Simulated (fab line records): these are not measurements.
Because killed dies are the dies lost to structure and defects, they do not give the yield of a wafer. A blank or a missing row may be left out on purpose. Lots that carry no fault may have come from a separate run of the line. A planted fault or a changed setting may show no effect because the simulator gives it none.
Split-lot experiment / flow sfq_line / on a route of 325 steps: 5 lots, 23 wafers read

## THE SPLIT ITSELF
At SFQ_TRILAYER_M1_BARC_OPEN_METAL_ETCH_054 (etches BARC in O2, target depth 125 nm, time 41.7 s), the setting time_s was moved away from the recipe's 41.7 s on 10 of the 23 wafers read, by -7.2% to +14.9%. The other wafers ran this setting at the recipe's value.

Reading taken at the split's own step.

## THE READING
KrF_of_TRILAYER_M1_LITHO_COAT_039.thk_nm (the simulator's own value, which no gauge read), in nm, at SFQ_TRILAYER_M1_BARC_OPEN_METAL_ETCH_054 (etches BARC in O2, target depth 125 nm, time 41.7 s). No usual value for it is given in the file. The 13 wafers here that ran the recipe average 523.1 nm, standard deviation 1 nm.

wafer=L078.4; tool, chamber at the split=rie_metal-01, 0; time_s as run, s=41.7; against the recipe=recipe; KrF_of_TRILAYER_M1_LITHO_COAT_039.thk_nm, nm=521.4; against lot-mates on the recipe=-
wafer=L078.5; tool, chamber at the split=rie_metal-01, 1; time_s as run, s=41.7; against the recipe=recipe; KrF_of_TRILAYER_M1_LITHO_COAT_039.thk_nm, nm=523.6; against lot-mates on the recipe=-
wafer=L078.6; tool, chamber at the split=rie_metal-01, 0; time_s as run, s=41.7; against the recipe=recipe; KrF_of_TRILAYER_M1_LITHO_COAT_039.thk_nm, nm=521.3; against lot-mates on the recipe=-
wafer=L079.1; tool, chamber at the split=rie_metal-01, 0; time_s as run, s=43.85; against the recipe=+5.2%; KrF_of_TRILAYER_M1_LITHO_COAT_039.thk_nm, nm=519.6; against lot-mates on the recipe=-3.6
wafer=L079.3; tool, chamber at the split=rie_metal-01, 1; time_s as run, s=41.7; against the recipe=recipe; KrF_of_TRILAYER_M1_LITHO_COAT_039.thk_nm, nm=524.2; against lot-mates on the recipe=-
wafer=L079.4; tool, chamber at the split=rie_metal-01, 0; time_s as run, s=41.7; against the recipe=recipe; KrF_of_TRILAYER_M1_LITHO_COAT_039.thk_nm, nm=521.9; against lot-mates on the recipe=-
wafer=L079.5; tool, chamber at the split=rie_metal-01, 0; time_s as run, s=41.7; against the recipe=recipe; KrF_of_TRILAYER_M1_LITHO_COAT_039.thk_nm, nm=523.5; against lot-mates on the recipe=-
wafer=L079.6; tool, chamber at the split=rie_metal-01, 1; time_s as run, s=43.85; against the recipe=+5.2%; KrF_of_TRILAYER_M1_LITHO_COAT_039.thk_nm, nm=520.1; against lot-mates on the recipe=-3.1
wafer=L080.1; tool, chamber at the split=rie_metal-02, 1; time_s as run, s=47.93; against the recipe=+14.9%; KrF_of_TRILAYER_M1_LITHO_COAT_039.thk_nm, nm=515.7; against lot-mates on the recipe=-7.6
wafer=L080.2; tool, chamber at the split=rie_metal-02, 0; time_s as run, s=41.7; against the recipe=recipe; KrF_of_TRILAYER_M1_LITHO_COAT_039.thk_nm, nm=522.7; against lot-mates on the recipe=-
wafer=L080.3; tool, chamber at the split=rie_metal-02, 0; time_s as run, s=47.93; against the recipe=+14.9%; KrF_of_TRILAYER_M1_LITHO_COAT_039.thk_nm, nm=515; against lot-mates on the recipe=-8.3
wafer=L080.4; tool, chamber at the split=rie_metal-02, 1; time_s as run, s=47.93; against the recipe=+14.9%; KrF_of_TRILAYER_M1_LITHO_COAT_039.thk_nm, nm=514.6; against lot-mates on the recipe=-8.7
wafer=L080.6; tool, chamber at the split=rie_metal-02, 0; time_s as run, s=41.7; against the recipe=recipe; KrF_of_TRILAYER_M1_LITHO_COAT_039.thk_nm, nm=523.9; against lot-mates on the recipe=-
wafer=L084.1; tool, chamber at the split=rie_metal-03, 1; time_s as run, s=38.69; against the recipe=-7.2%; KrF_of_TRILAYER_M1_LITHO_COAT_039.thk_nm, nm=529.1; against lot-mates on the recipe=+5.0
wafer=L084.2; tool, chamber at the split=rie_metal-03, 1; time_s as run, s=41.7; against the recipe=recipe; KrF_of_TRILAYER_M1_LITHO_COAT_039.thk_nm, nm=524.2; against lot-mates on the recipe=-
wafer=L084.4; tool, chamber at the split=rie_metal-03, 1; time_s as run, s=41.7; against the recipe=recipe; KrF_of_TRILAYER_M1_LITHO_COAT_039.thk_nm, nm=524; against lot-mates on the recipe=-
wafer=L084.5; tool, chamber at the split=rie_metal-03, 1; time_s as run, s=38.69; against the recipe=-7.2%; KrF_of_TRILAYER_M1_LITHO_COAT_039.thk_nm, nm=528.2; against lot-mates on the recipe=+4.1
wafer=L084.6; tool, chamber at the split=rie_metal-03, 1; time_s as run, s=38.69; against the recipe=-7.2%; KrF_of_TRILAYER_M1_LITHO_COAT_039.thk_nm, nm=528.4; against lot-mates on the recipe=+4.3
wafer=L085.1; tool, chamber at the split=rie_metal-03, 1; time_s as run, s=41.7; against the recipe=recipe; KrF_of_TRILAYER_M1_LITHO_COAT_039.thk_nm, nm=522.5; against lot-mates on the recipe=-
wafer=L085.2; tool, chamber at the split=rie_metal-03, 1; time_s as run, s=45.64; against the recipe=+9.4%; KrF_of_TRILAYER_M1_LITHO_COAT_039.thk_nm, nm=516.9; against lot-mates on the recipe=-6.3
wafer=L085.3; tool, chamber at the split=rie_metal-03, 1; time_s as run, s=41.7; against the recipe=recipe; KrF_of_TRILAYER_M1_LITHO_COAT_039.thk_nm, nm=523.3; against lot-mates on the recipe=-
wafer=L085.5; tool, chamber at the split=rie_metal-03, 1; time_s as run, s=41.7; against the recipe=recipe; KrF_of_TRILAYER_M1_LITHO_COAT_039.thk_nm, nm=523.8; against lot-mates on the recipe=-
wafer=L085.6; tool, chamber at the split=rie_metal-03, 1; time_s as run, s=45.64; against the recipe=+9.4%; KrF_of_TRILAYER_M1_LITHO_COAT_039.thk_nm, nm=519.6; against lot-mates on the recipe=-3.6

FIT RESULTS
A straight line over all 23 wafers: KrF_of_TRILAYER_M1_LITHO_COAT_039.thk_nm changes by -0.584 nm for each +1% of time_s; r = -0.97; the points scatter about the line by 1 nm.
The same after taking each lot's own level away (the mean of its wafers on the recipe; 23 wafers): -0.564 nm for each +1%; r = -0.98; scatter 0.81 nm.
Per that fit: largest time_s move, reading shift of 8.4 nm.
From 522.10 to 524.10 nm: that is the span of the lots' own levels, equal to 2.0 times the standard deviation above.
Hence the lot-to-lot level has little effect on the slope; both slopes agree.
Check: -8.55 nm against its lot-mates is what the line predicts for one of the wafers moved furthest among these (+14.9%) when that wafer is left out of the fit. It came out at -7.6 nm against them.

## OTHER SPLITS ON THESE WAFERS
These wafers also went through other splits before the reading. Each is held against what the fit with the lots' levels taken away leaves over:
other split on the same wafers=SFQ_TRILAYER_INCOMING_OXIDATION_002 temp_c; wafers away from the commonest value=18; r with KrF_of_TRILAYER_M1_LITHO_COAT_039.thk_nm (lot level and that fit taken away)=-0.06
other split on the same wafers=SFQ_TRILAYER_L0_LITHO_PEB_008 peb_time_s; wafers away from the commonest value=9; r with KrF_of_TRILAYER_M1_LITHO_COAT_039.thk_nm (lot level and that fit taken away)=-0.01
other split on the same wafers=SFQ_TRILAYER_L0_BARC_OPEN_METAL_ETCH_010 bias_w; wafers away from the commonest value=8; r with KrF_of_TRILAYER_M1_LITHO_COAT_039.thk_nm (lot level and that fit taken away)=-0.03
other split on the same wafers=SFQ_TRILAYER_L0_VIA_LITHO_EXPOSE_014 dose_mj; wafers away from the commonest value=10; r with KrF_of_TRILAYER_M1_LITHO_COAT_039.thk_nm (lot level and that fit taken away)=+0.01
other split on the same wafers=SFQ_TRILAYER_L0_VIA_BARC_OPEN_VIA_ETCH_021 bias_w; wafers away from the commonest value=11; r with KrF_of_TRILAYER_M1_LITHO_COAT_039.thk_nm (lot level and that fit taken away)=-0.17
other split on the same wafers=SFQ_TRILAYER_M0_LITHO_COAT_026 resist_thk_nm; wafers away from the commonest value=10; r with KrF_of_TRILAYER_M1_LITHO_COAT_039.thk_nm (lot level and that fit taken away)=+0.17
other split on the same wafers=SFQ_TRILAYER_M0_BARC_OPEN_METAL_ETCH_031 time_s; wafers away from the commonest value=4; r with KrF_of_TRILAYER_M1_LITHO_COAT_039.thk_nm (lot level and that fit taken away)=+0.15
other split on the same wafers=SFQ_TRILAYER_I0_CMP_CMP_028 leave_above_ref_nm; wafers away from the commonest value=8; r with KrF_of_TRILAYER_M1_LITHO_COAT_039.thk_nm (lot level and that fit taken away)=-0.06
other split on the same wafers=SFQ_TRILAYER_I0_VIA_LITHO_PEB_034 peb_time_s; wafers away from the commonest value=7; r with KrF_of_TRILAYER_M1_LITHO_COAT_039.thk_nm (lot level and that fit taken away)=-0.07
other split on the same wafers=SFQ_TRILAYER_I0_VIA_BARC_OPEN_VIA_ETCH_046 source_w; wafers away from the commonest value=8; r with KrF_of_TRILAYER_M1_LITHO_COAT_039.thk_nm (lot level and that fit taken away)=-0.18
other split on the same wafers=SFQ_TRILAYER_M1_LITHO_EXPOSE_040 dose_mj; wafers away from the commonest value=4; r with KrF_of_TRILAYER_M1_LITHO_COAT_039.thk_nm (lot level and that fit taken away)=+0.03

## FILE'S OWN FIT
KrF_of_TRILAYER_M1_LITHO_COAT_039.thk_nm changes by -0.558 nm for each +1% of time_s, r = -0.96.
